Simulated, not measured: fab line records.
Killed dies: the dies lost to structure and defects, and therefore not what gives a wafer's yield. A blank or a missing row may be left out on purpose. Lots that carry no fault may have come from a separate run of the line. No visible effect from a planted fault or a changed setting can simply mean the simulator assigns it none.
Which tool was responsible?	flow sky130	10 lots with 30 wafers sampled at 6 steps, on a route of 708 steps

== WHAT THE GAUGES READ, wafer by wafer ==
SKY_LOCAL_INTERCONNECT_OVL_MEAS_12.
lot	measured	on	LOCAL_INTERCONNECT_OVL (nm)
L656	day 31 10:46	overlay-01	6 6 10
L657	day 31 23:59	overlay-02	-7 -6 -1
L661	day 33 01:02	overlay-02	3 1 -1
L662	day 33 12:11	overlay-02	3 -4 -4
L663	day 33 19:25	overlay-02	4 -1 -4
L664	day 34 11:50	overlay-01	-1 9 -2
L665	day 34 12:11	overlay-01	2 -4 4
L667	day 35 04:08	overlay-01	7 5 0
L668	day 35 08:57	overlay-02	6 1 9
L669	day 35 16:46	overlay-02	-3 -6 -2

SKY_VIA1_RS_MEAS_22: measures by four-point-probe.
lot	measured	on	VIA1_W_RS (ohm/sq)
L656	day 35 01:46	filmMetro-02	0.431 0.431 0.431
L657	day 35 13:46	filmMetro-01	0.433 0.436 0.431
L661	day 36 13:59	filmMetro-02	0.425 0.428 0.435
L662	day 37 00:55	filmMetro-01	0.427 0.430 0.430
L663	day 37 07:49	filmMetro-01	0.435 0.431 0.428
L664	day 38 00:11	filmMetro-03	0.433 0.429 0.434
L665	day 38 00:32	filmMetro-03	0.428 0.430 0.432
L667	day 38 16:34	filmMetro-02	0.619 0.431 0.622
L668	day 38 20:26	filmMetro-01	0.429 0.430 0.618
L669	day 39 04:16	filmMetro-02	0.432 0.434 0.625

SKY_VIA1_THK_MEAS_23: measures by xrf.
lot	measured	on	VIA1_W_THK (nm)
L656	day 35 01:53	filmMetro-02	254 255 254
L657	day 35 13:53	filmMetro-01	262 261 263
L661	day 36 14:07	filmMetro-02	257 255 251
L662	day 37 01:02	filmMetro-01	263 262 262
L663	day 37 07:56	filmMetro-01	259 261 263
L664	day 38 00:17	filmMetro-03	257 260 257
L665	day 38 00:38	filmMetro-03	260 258 257
L667	day 38 16:40	filmMetro-02	179 254 180
L668	day 38 20:33	filmMetro-01	264 264 186
L669	day 39 04:23	filmMetro-02	255 257 180

== EACH LOT AND THE TOOL THAT RAN IT (in order: tool; ch and the chambers of the sampled wafers; start) ==
lot	SKY_LI_CONTACT_STRIP_16	SKY_CONTACT_CMP_27	SKY_VIA1_CVD_21
L656	plasmaAsher-02 ch 0,1, day 30 05:33	cmp-01 ch 1,2,3, day 32 16:53	cvdW-01 ch 0,1, day 35 01:40
L657	plasmaAsher-03 ch 0,1, day 30 19:21	cmp-02 ch 1,2,3, day 33 05:33	cvdW-01 ch 0,1, day 35 13:40
L661	plasmaAsher-04 ch 0,1, day 31 20:18	cmp-02 ch 1,2,3, day 34 06:08	cvdW-02 ch 0,1, day 36 13:54
L662	plasmaAsher-03 ch 0,1, day 32 07:51	cmp-01 ch 1,2,3, day 34 18:05	cvdW-02 ch 0,1, day 37 00:50
L663	plasmaAsher-02 ch 0,1, day 32 15:03	cmp-02 ch 0,2,3, day 35 00:52	cvdW-02 ch 0,1, day 37 07:43
L664	plasmaAsher-04 ch 0,1, day 33 08:15	cmp-01 ch 0,2,3, day 35 16:54	cvdW-02 ch 0,1, day 38 00:04
L665	plasmaAsher-02 ch 1, day 33 08:17	cmp-02 ch 1,2, day 35 17:24	cvdW-01 ch 0,1, day 38 00:25
L667	plasmaAsher-03 ch 0,1, day 34 00:05	cmp-02 ch 0,1, day 36 09:53	cvdW-01 ch 0,1, day 38 16:27
L668	plasmaAsher-04 ch 1, day 34 04:39	cmp-01 ch 0,2,3, day 36 13:37	cvdW-01 ch 1, day 38 20:20
L669	plasmaAsher-04 ch 0,1, day 34 12:42	cmp-01 ch 1,2,3, day 36 20:53	cvdW-01 ch 0,1, day 39 04:10
- SKY_LI_CONTACT_STRIP_16: strips in O2/N2.
- SKY_CONTACT_CMP_27: polishes, stops on SiO2, t overpolish 15 s, target thk 0 nm.
- SKY_VIA1_CVD_21: deposits W, target thk 270 nm, time 80.902 s.

== WHAT THE TOOLS THEMSELVES READ (means of the sampled wafers that have a number; where no wafer has one, the mark that the record gives instead) ==
SKY_LI_CONTACT_STRIP_16.
lot	tool	drypumpMotorCurrentA (A)	oesProductAu (a.u.)	stripTimeToEndpointS (s)
L656	plasmaAsher-02	5.6	0.373	3.496
L657	plasmaAsher-03	6.0	0.379	3.514
L661	plasmaAsher-04	5.1	0.380	3.517
L662	plasmaAsher-03	6.0	0.378	3.523
L663	plasmaAsher-02	5.6	0.373	3.489
L664	plasmaAsher-04	5.2	0.375	3.514
L665	plasmaAsher-02	5.8	0.373	3.491
L667	plasmaAsher-03	5.9	0.377	3.525
L668	plasmaAsher-04	5.3	0.374	3.467
L669	plasmaAsher-04	5.2	0.380	3.490

SKY_CONTACT_CMP_27.
lot	tool	motorCurrentA (A)	overpolishRunS (s)	timeToEndpointS (s)
L656	cmp-01	10.8	15.007	80.8
L657	cmp-02	12.4	14.999	81.0
L661	cmp-02	12.1	15.000	83.6
L662	cmp-01	10.9	15.008	81.4
L663	cmp-02	11.5	15.006	79.8
L664	cmp-01	10.6	14.996	78.2
L665	cmp-02	11.6	14.996	81.4
L667	cmp-02	12.9	15.007	83.4
L668	cmp-01	10.7	14.998	77.8
L669	cmp-01	10.7	14.992	80.8

SKY_VIA1_CVD_21.
lot	tool	heaterPowerW (W)	susceptorTempC (C)
L656	cvdW-01	945	400.15
L657	cvdW-01	960	399.96
L661	cvdW-02	852	399.91
L662	cvdW-02	857	400.03
L663	cvdW-02	843	399.93
L664	cvdW-02	854	399.98
L665	cvdW-01	948	400.22
L667	cvdW-01	901	400.10
L668	cvdW-01	1010	400.15
L669	cvdW-01	944	400.02

== THE ANSWER, worked out from the rows above alone ==
Rule: the lots themselves supply what counts as usual. Put in order of their means at a reading, lots are off if they are a third of the lots or fewer, leave a main group of 4 or more, and stand apart from it by a gap of 3 or more times the standard deviation of the main group's means; of several such gaps the widest counts. A main group is skipped when, at the precision printed for the reading in the tables above, its means are all equal. A lot without any number at a reading at which 4 lots or more have one is off too. Where the step has rows for the other lots, those lots are counted as sound. After the gauges, taken in route order, come the tools' own readings; for these a lot's mean is taken, as printed above. At the first step where some lot is off, the reading lying furthest off is the one used; lots without a number count as furthest.
Off: L667, L668, L669, at SKY_VIA1_RS_MEAS_22 (VIA1_W_RS). For the main group the mean is 0.431 ohm/sq and the standard deviation 0.0014.
A tool fits if, at a process step before that reading, it ran every lot that is off, and no sound lot after the first of them. Those tools and the gauges at SKY_VIA1_RS_MEAS_22 are tried in the same way. One fits: SKY_VIA1_CVD_21 on cvdW-01. A fault onset in the window from L665 (day 38 00:25, its last sound lot) to L667 (day 38 16:27, its first lot off) fits.

== WHAT THE SIMULATOR HAD PUT IN ==
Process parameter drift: cvdW-01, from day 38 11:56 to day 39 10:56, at SKY_VIA1_CVD_21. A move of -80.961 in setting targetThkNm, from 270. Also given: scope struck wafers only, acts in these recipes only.
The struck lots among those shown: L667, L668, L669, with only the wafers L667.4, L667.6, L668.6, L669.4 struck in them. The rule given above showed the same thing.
